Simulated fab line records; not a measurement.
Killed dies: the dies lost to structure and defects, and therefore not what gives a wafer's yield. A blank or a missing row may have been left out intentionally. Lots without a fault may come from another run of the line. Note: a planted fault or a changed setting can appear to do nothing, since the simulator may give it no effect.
Chamber matching || flow gf180mcu || GF_V4_CVD_02 on pecvd-04: 3 sister chambers
The step deposits SiO2 from TEOS, target thk 850 nm, time 94.851 s. 14 wafers are shown with their chamber, then 7 later ones without.

== WAFERS WITH THEIR CHAMBER ==
{"wafer": "L633.4", "chamber": 1, "heater_power_w (W)": 673}
{"wafer": "L633.5", "chamber": 2, "heater_power_w (W)": 576}
{"wafer": "L633.6", "chamber": 0, "heater_power_w (W)": 622}
{"wafer": "L636.1", "chamber": 0, "heater_power_w (W)": 669}
{"wafer": "L636.2", "chamber": 1, "heater_power_w (W)": 681}
{"wafer": "L636.4", "chamber": 2, "heater_power_w (W)": 559}
{"wafer": "L638.1", "chamber": 0, "heater_power_w (W)": 544}
{"wafer": "L638.4", "chamber": 0, "heater_power_w (W)": 626}
{"wafer": "L638.5", "chamber": 2, "heater_power_w (W)": 563}
{"wafer": "L640.2", "chamber": 2, "heater_power_w (W)": 708}
{"wafer": "L640.4", "chamber": 0, "heater_power_w (W)": 547}
{"wafer": "L640.6", "chamber": 1, "heater_power_w (W)": 705}
{"wafer": "L648.2", "chamber": 2, "heater_power_w (W)": 694}
{"wafer": "L648.3", "chamber": 0, "heater_power_w (W)": 584}

SIGNATURES (means of the wafers above)
{"reading": "heater_power_w", "chamber 0": 598.67, "chamber 1": 686.33, "chamber 2": 620.00, "scatter within a chamber": 56.2}
Rule: for a wafer and a chamber, the distance is found by dividing, reading by reading, the gap between the wafer's reading and the chamber's mean by the reading's scatter, squaring, summing and taking the root. The wafer belongs to the nearest chamber; if the next one is less than 2 further off, it can't be placed. The scatter: the root of (the sum of the squares of (reading less its chamber's mean) over the shown wafers, divided by (wafers less chambers)).

== WAFERS MISSING THEIR CHAMBER ==
{"wafer": "L648.5", "heater_power_w (W)": 621}
{"wafer": "L655.4", "heater_power_w (W)": 720}
{"wafer": "L655.5", "heater_power_w (W)": 674}
{"wafer": "L655.6", "heater_power_w (W)": 583}
{"wafer": "L656.2", "heater_power_w (W)": 702}
{"wafer": "L656.3", "heater_power_w (W)": 648}
{"wafer": "L656.6", "heater_power_w (W)": 661}

== THE CHAMBER EACH PASSED THROUGH ==
{"wafer": "L648.5", "from the rows above": "can't be placed: 2 or 0 or 1", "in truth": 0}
{"wafer": "L655.4", "from the rows above": "can't be placed: 1 or 2 or 0", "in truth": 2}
{"wafer": "L655.5", "from the rows above": "can't be placed: 1 or 2 or 0", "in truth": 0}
{"wafer": "L655.6", "from the rows above": "can't be placed: 0 or 2 or 1", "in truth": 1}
{"wafer": "L656.2", "from the rows above": "can't be placed: 1 or 2 or 0", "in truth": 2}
{"wafer": "L656.3", "from the rows above": "can't be placed: 2 or 1 or 0", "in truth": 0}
{"wafer": "L656.6", "from the rows above": "can't be placed: 1 or 2 or 0", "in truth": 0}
Placed correctly: 0 of 7. Not placeable from these rows: 7 (in 7, the candidates include the true chamber). 0 placed wrongly.
